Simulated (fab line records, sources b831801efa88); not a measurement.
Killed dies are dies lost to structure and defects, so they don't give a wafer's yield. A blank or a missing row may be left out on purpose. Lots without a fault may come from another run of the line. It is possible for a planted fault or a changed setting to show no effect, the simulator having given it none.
A struck lot beside a sound one    flow sky130    44 steps out of a route of 708
Sound: wafers L543.2, L543.4, L543.6. Struck: wafers L563.3, L563.4, L563.6. The cause comes at the end.
Each step with rows lists, per side, the tool, then ch with its chambers, then its first start. Under that, the readings that differ: sound wafers    struck wafers    difference of the means    sigmas: that difference in standard deviations of wafers without a fault.
alike: words and numbers the same on both sides, and readings whose means are apart by under 2 such deviations; not compared: readings that were withheld, readings missing a value for some wafer, numbers with overlapping values and no deviation given by the record, and bounds like >300 which may hide the same value.
Wherever a step has rows on one side only, a row that says differs or no value, or a row with sigmas, the two part there. Non-overlapping numbers with no deviation appear without sigmas and do not part them. A reading missing from all wafers of one side parts the sides only when that side holds two or more wafers.

first, 4 steps without rows for these wafers: SKY_VIA3_CLEAN_18 (cleans in IPA, time 180 s); SKY_VIA3_CLEAN_19 (cleans in O3/DIW); SKY_VIA3_SPUTTER_20 (material TiN, target thk 20 nm, time 80 s); SKY_VIA3_CVD_21 (deposits W, target thk 390 nm, time 117.31 s).
SKY_VIA3_RS_MEAS_22: the measuring method here is four-point-probe.
  struck on film-metro-02, day 45 09:25; sound on film-metro-01, day 39 14:31
  alike: VIA3_W_RS
SKY_VIA3_THK_MEAS_23: measures by xrf.
  struck on film-metro-02, day 45 09:31; sound on film-metro-01, day 39 14:38
  alike: VIA3_W_THK
then, 1 step without rows for these wafers: SKY_VIA3_CMP_24 (polishes, stops on SiO2, t overpolish 20 s, target thk 0 nm).
SKY_METAL4_SPUTTER_00: material Ti, target thk 15 nm, time 10 s.
  struck on pvd-sputter-04, day 45 09:51; sound on pvd-sputter-04, day 39 14:59
  alike: throttle-valve-pct
then, 2 steps without rows for these wafers: SKY_METAL4_SPUTTER_01 (material TiN, target thk 20 nm, time 16.7 s); SKY_METAL4_SPUTTER_02 (material AlCu, target thk 735 nm, time 39.1 s).
SKY_METAL4_SPUTTER_03: material Ti, target thk 5 nm, time 3.3 s.
  struck on pvd-sputter-04, day 45 09:56; sound on pvd-sputter-04, day 39 15:04
  alike: throttle-valve-pct
SKY_METAL4_SPUTTER_04: material TiN, target thk 70 nm, time 58.3 s.
  struck on pvd-sputter-04, day 45 09:57; sound on pvd-sputter-04, day 39 15:05
  alike: throttle-valve-pct
SKY_CAP2M_CVD_00: deposits SiO2, target thk 15.5 nm.
  sound on pecvd-04 ch 0,1,2, day 39 15:08; struck on pecvd-03 ch 0,2, day 45 10:00
reading                                 sound              struck             difference  sigmas
model.SiO2_of_CAP2M_CVD_00.thk-nm (nm)  15.46 15.45 15.72  24.15 24.61 24.71  +8.95       
  alike: heater-power-w
SKY_CAP2M_THK_MEAS_01:
  struck on film-metro-01, day 45 10:02; sound on film-metro-01, day 39 15:10
reading                sound              struck             difference  sigmas
CAP2M_CVD_00_THK (nm)  15.45 15.48 15.80  24.14 24.63 24.70  +8.91       +37
SKY_CAP2M_SPUTTER_02: material TiN, target thk 200 nm, time 166.7 s.
  struck on pvd-sputter-03, day 45 10:05; sound on pvd-sputter-02, day 39 15:13
  alike: throttle-valve-pct
SKY_CAP2M_RS_MEAS_03: the measuring method here is four-point-probe.
  struck on film-metro-04, day 45 10:14; sound on film-metro-04, day 39 15:21
  alike: CAP2M_TIN_RS
SKY_CAP2M_THK_MEAS_04: measures by xrf.
  struck on film-metro-04, day 45 10:20; sound on film-metro-04, day 39 15:28
  alike: CAP2M_TIN_THK
then, 7 steps without rows for these wafers: SKY_CAP2M_DEHYDRATE_05 (time 60 s); SKY_CAP2M_HMDS_06 (prime time 60 s); SKY_CAP2M_COAT_07 (resist thk 1140 nm); SKY_CAP2M_SOFTBAKE_08 (time 60 s); SKY_CAP2M_EXPOSE_09 (exposes mask CAP2M, target cd 1000 nm); SKY_CAP2M_PEB_10; SKY_CAP2M_DEVELOP_11 (develop time 60 s).
SKY_CAP2M_OVL_MEAS_12:
  struck on overlay-01, day 46 06:17; sound on overlay-01, day 40 16:07
  alike: CAP2M_OVL
then, 1 step without rows for these wafers: SKY_CAP2M_METAL_ETCH_13 (etches TiN in Cl2/BCl3, stops on SiO2, target depth 220 nm, time 62.9 s).
SKY_CAP2M_STRIP_14: strips in O2/N2.
  sound on plasma-asher-03 ch 0,1, day 40 16:14; struck on plasma-asher-01 ch 0,1, day 46 06:25
  alike: drypump-motor-current-A, oes-product-au, strip-time-to-endpoint-s
  not compared: rf-hours-counter-h
then, 11 steps without rows for these wafers: SKY_CAP2M_STRIP_15 (strips in post etch residue remover, time 1200 s); SKY_CAP2M_CLEAN_16 (cleans in IPA, time 180 s); SKY_CAP2M_CLEAN_17 (cleans in O3/DIW); SKY_METAL4_DEHYDRATE_05 (time 60 s); SKY_METAL4_HMDS_06 (prime time 60 s); SKY_METAL4_COAT_07 (resist thk 60 nm); SKY_METAL4_COAT_08 (resist thk 1140 nm); SKY_METAL4_SOFTBAKE_09 (time 90 s); SKY_METAL4_EXPOSE_10 (exposes mask MM4, target cd 300 nm); SKY_METAL4_PEB_11; SKY_METAL4_DEVELOP_12 (develop time 60 s).
SKY_METAL4_CD_MEAS_13: target cd 300 nm.
  struck on cd-sem-02, day 47 02:31; sound on cd-sem-02, day 41 16:47
reading     sound              struck             difference  sigmas
cd-nm (nm)  298.8 299.8 300.2  303.5 304.0 304.3  +4.3        +3
SKY_METAL4_OVL_MEAS_14:
  struck on overlay-02, day 47 02:37; sound on overlay-01, day 41 16:53
  alike: METAL4_OVL
then, 2 steps without rows for these wafers: SKY_METAL4_DESCUM_15 (chemistry O2, time 8 s); SKY_METAL4_ETCH_16 (etches BARC in N2/H2, stops on SiO2, time 88.2 s, target depth 60 nm).
SKY_METAL4_ETCH_17: etches SiO2 in C4F8/O2/Ar, stops on TiN, time 3.9 s, target depth 15 nm.
  sound on rie-diel-03 ch 0,2, day 41 17:03; struck on rie-diel-03 ch 0,1,2, day 47 02:46
reading                   sound              struck             difference  sigmas
oes-product-au (a.u.)     0.750 0.756 0.764  0.959 0.980 0.965  +0.211      +29
model.etch.depth-nm (nm)  15.46 15.45 15.72  24.15 24.61 24.4   +8.84       
  not compared: rf-hours-counter-h
-- the record jumps here: 3 days lie between the struck wafers' starts before and after (it left off in module METAL4 and takes up again in module PAD_OPEN, whose first step shown is number 708 of the route) --
SKY_PAD_OPEN_PROBE_99:
  struck on prober-01, day 50 08:01; sound on prober-02, day 45 17:15
reading                                sound              struck             difference  sigmas
model.etest.tester.sort-n-pass         416 405 421        0 0 0              -414        
model.etest.tester.sort-yield-pct (%)  84.55 82.32 85.57  0 0 0              -84         
model.etest.tester.sort_bin_5_pct (%)  7.927 9.35 7.724   88.99 83.46 35.04  +60.83      
model.etest.tester.sort_bin_3_pct (%)  1.016 0.813 0.813  4.914 9.625 57.84  +23.246     
  alike: defect-limited-yield, killed_at_M0_to_M3, killed_at_M4_up, killed-at-contacts, killed-at-front-end, killed-at-other, killed-dies, killed-open, killed-short
  not compared: model.etest.cap-mim2.bv-v, model.etest.met4-comb.leak-log10-a-um, model.etest.cap-mim2.leak-log10-a-cm2, model.etest.cap-mim2.c-ff-um2

## WHERE THEY PART
Earliest at SKY_CAP2M_THK_MEAS_01; latest, in this record, at SKY_METAL4_ETCH_17. Later steps at which nothing parts them and some readings are alike: SKY_PAD_OPEN_PROBE_99.

WHY: what had been put in by the simulator
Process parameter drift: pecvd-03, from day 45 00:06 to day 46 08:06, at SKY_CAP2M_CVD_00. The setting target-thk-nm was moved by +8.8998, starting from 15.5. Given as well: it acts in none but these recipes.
